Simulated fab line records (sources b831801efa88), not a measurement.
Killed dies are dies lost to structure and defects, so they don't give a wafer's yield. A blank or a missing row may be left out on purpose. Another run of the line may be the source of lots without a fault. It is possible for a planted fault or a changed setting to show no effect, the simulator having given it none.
Matching of chambers / flow sky130 / rieDiel-02 running SKY_VIA1_ETCH_14: 4 sister chambers
The step etches BARC in N2/H2, stops on SiO2, time 45.9 s, target depth 60 nm. 18 wafers are shown with their chamber, then 9 later ones without.

## WAFERS WITH THEIR CHAMBER
wafer=L805.2; chamber=0; drypumpMotorCurrentA (A)=6.6; throttleValvePct (%)=13.224; oesProductAu (a.u.)=0.850
wafer=L805.3; chamber=2; drypumpMotorCurrentA (A)=5.5; throttleValvePct (%)=13.219; oesProductAu (a.u.)=0.859
wafer=L805.5; chamber=0; drypumpMotorCurrentA (A)=6.5; throttleValvePct (%)=13.217; oesProductAu (a.u.)=0.861
wafer=L810.2; chamber=1; drypumpMotorCurrentA (A)=5.3; throttleValvePct (%)=13.233; oesProductAu (a.u.)=0.848
wafer=L810.5; chamber=2; drypumpMotorCurrentA (A)=5.5; throttleValvePct (%)=13.228; oesProductAu (a.u.)=0.855
wafer=L810.6; chamber=3; drypumpMotorCurrentA (A)=5.2; throttleValvePct (%)=13.209; oesProductAu (a.u.)=0.858
wafer=L814.3; chamber=1; drypumpMotorCurrentA (A)=5.3; throttleValvePct (%)=13.210; oesProductAu (a.u.)=0.849
wafer=L814.4; chamber=2; drypumpMotorCurrentA (A)=5.5; throttleValvePct (%)=13.206; oesProductAu (a.u.)=0.859
wafer=L814.6; chamber=3; drypumpMotorCurrentA (A)=5.2; throttleValvePct (%)=13.222; oesProductAu (a.u.)=0.859
wafer=L818.1; chamber=1; drypumpMotorCurrentA (A)=5.3; throttleValvePct (%)=13.212; oesProductAu (a.u.)=0.850
wafer=L818.3; chamber=3; drypumpMotorCurrentA (A)=5.2; throttleValvePct (%)=13.224; oesProductAu (a.u.)=0.847
wafer=L818.5; chamber=3; drypumpMotorCurrentA (A)=5.2; throttleValvePct (%)=13.211; oesProductAu (a.u.)=0.853
wafer=L817.2; chamber=3; drypumpMotorCurrentA (A)=5.3; throttleValvePct (%)=13.212; oesProductAu (a.u.)=0.857
wafer=L817.3; chamber=2; drypumpMotorCurrentA (A)=5.5; throttleValvePct (%)=13.224; oesProductAu (a.u.)=0.853
wafer=L817.4; chamber=1; drypumpMotorCurrentA (A)=5.3; throttleValvePct (%)=13.237; oesProductAu (a.u.)=0.859
wafer=L819.3; chamber=0; drypumpMotorCurrentA (A)=6.5; throttleValvePct (%)=13.227; oesProductAu (a.u.)=0.859
wafer=L819.4; chamber=1; drypumpMotorCurrentA (A)=5.3; throttleValvePct (%)=13.220; oesProductAu (a.u.)=0.861
wafer=L819.6; chamber=2; drypumpMotorCurrentA (A)=5.5; throttleValvePct (%)=13.222; oesProductAu (a.u.)=0.860

SIGNATURES (means of the wafers above)
reading=drypumpMotorCurrentA; chamber 0=6.533; chamber 1=5.300; chamber 2=5.500; chamber 3=5.220; scatter within a chamber=0.0324
reading=throttleValvePct; chamber 0=13.22267; chamber 1=13.22240; chamber 2=13.21980; chamber 3=13.21560; scatter within a chamber=0.00893
reading=oesProductAu; chamber 0=0.85667; chamber 1=0.85340; chamber 2=0.85720; chamber 3=0.85480; scatter within a chamber=0.00501
Rule: a wafer's distance from a chamber is the root of the sum, over the readings, of the square of ((its reading less the chamber's mean) divided by the reading's scatter). The wafer belongs to the nearest chamber; if the next one is less than 2 further off, it can't be placed. The scatter is the square root of a quotient: the sum, over the shown wafers, of each reading's squared deviation from its chamber's mean, divided by wafers minus chambers.

## WAFERS WHOSE CHAMBER IS MISSING
wafer=L821.1; drypumpMotorCurrentA (A)=5.2; throttleValvePct (%)=13.219; oesProductAu (a.u.)=0.856
wafer=L821.3; drypumpMotorCurrentA (A)=6.5; throttleValvePct (%)=13.232; oesProductAu (a.u.)=0.862
wafer=L821.6; drypumpMotorCurrentA (A)=5.2; throttleValvePct (%)=13.216; oesProductAu (a.u.)=0.856
wafer=L820.1; drypumpMotorCurrentA (A)=6.5; throttleValvePct (%)=13.227; oesProductAu (a.u.)=0.860
wafer=L820.3; drypumpMotorCurrentA (A)=5.2; throttleValvePct (%)=13.215; oesProductAu (a.u.)=0.856
wafer=L820.6; drypumpMotorCurrentA (A)=5.3; throttleValvePct (%)=13.209; oesProductAu (a.u.)=0.853
wafer=L827.1; drypumpMotorCurrentA (A)=6.5; throttleValvePct (%)=13.260; oesProductAu (a.u.)=0.843
wafer=L827.3; drypumpMotorCurrentA (A)=5.3; throttleValvePct (%)=13.229; oesProductAu (a.u.)=0.859
wafer=L827.5; drypumpMotorCurrentA (A)=5.3; throttleValvePct (%)=13.224; oesProductAu (a.u.)=0.856

## WHICH CHAMBER EACH WENT THROUGH
wafer=L821.1; from the rows above=3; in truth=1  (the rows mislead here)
wafer=L821.3; from the rows above=0; in truth=0
wafer=L821.6; from the rows above=3; in truth=3
wafer=L820.1; from the rows above=0; in truth=0
wafer=L820.3; from the rows above=3; in truth=3
wafer=L820.6; from the rows above=can't be placed: 1 or 3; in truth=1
wafer=L827.1; from the rows above=0; in truth=0
wafer=L827.3; from the rows above=can't be placed: 1 or 3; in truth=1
wafer=L827.5; from the rows above=1; in truth=1
Correctly placed: 6 of 9. Can't be placed from these rows: 2 (the true chamber is among the candidates in 2). Wrongly placed: 1.
